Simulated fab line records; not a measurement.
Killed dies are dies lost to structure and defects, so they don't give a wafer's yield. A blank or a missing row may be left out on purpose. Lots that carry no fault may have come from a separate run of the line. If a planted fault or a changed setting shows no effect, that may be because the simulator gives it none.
Chamber matching | flow gf180mcu | pecvd-02 running GF_V2_CVD_02: 3 sister chambers
The step deposits SiO2 from TEOS, target thk 850 nm, time 94.851 s. 6 wafers are shown with their chamber, then 11 later ones without.

== WAFERS, EACH WITH ITS CHAMBER ==
wafer  | chamber | heaterPowerW (W)
L082.6 | 2       | 524
L085.6 | 2       | 638
L092.3 | 1       | 775
L092.5 | 0       | 657
L092.6 | 1       | 796
L095.3 | 0       | 653

== WAFERS WHOSE CHAMBER IS MISSING ==
wafer  | heaterPowerW (W)
L095.4 | 652
L095.5 | 697
L096.1 | 713
L096.2 | 638
L096.3 | 692
L096.4 | 555
L096.5 | 667
L096.6 | 765
L097.1 | 610
L097.2 | 739
L097.4 | 666

== EACH ONE'S CHAMBER ==
wafer  | from the rows above          | in truth
L095.4 | can't be placed: 0 or 2      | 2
L095.5 | can't be placed: 0 or 1 or 2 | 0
L096.1 | can't be placed: 0 or 1 or 2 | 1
L096.2 | can't be placed: 0 or 2      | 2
L096.3 | can't be placed: 0 or 1 or 2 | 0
L096.4 | can't be placed: 2 or 0      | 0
L096.5 | can't be placed: 0 or 2      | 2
L096.6 | can't be placed: 1 or 0      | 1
L097.1 | can't be placed: 2 or 0      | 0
L097.2 | can't be placed: 1 or 0      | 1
L097.4 | can't be placed: 0 or 2      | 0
Correctly placed: 0 of 11. Can't be placed from these rows: 11 (the true chamber is among the candidates in 11). Number placed wrongly: 0.
How it was worked out, from the rows above alone: a wafer's distance from a chamber is the root of the sum, over the readings, of the square of ((its reading less the chamber's mean) divided by the reading's scatter). The wafer belongs to the nearest chamber; if the next one is less than 2 further off, it can't be placed. The mean given for a chamber averages the wafers shown for that chamber. The scatter: take each reading less its chamber's mean, square it, sum over the shown wafers, divide by the number of wafers less the number of chambers, and take the root.
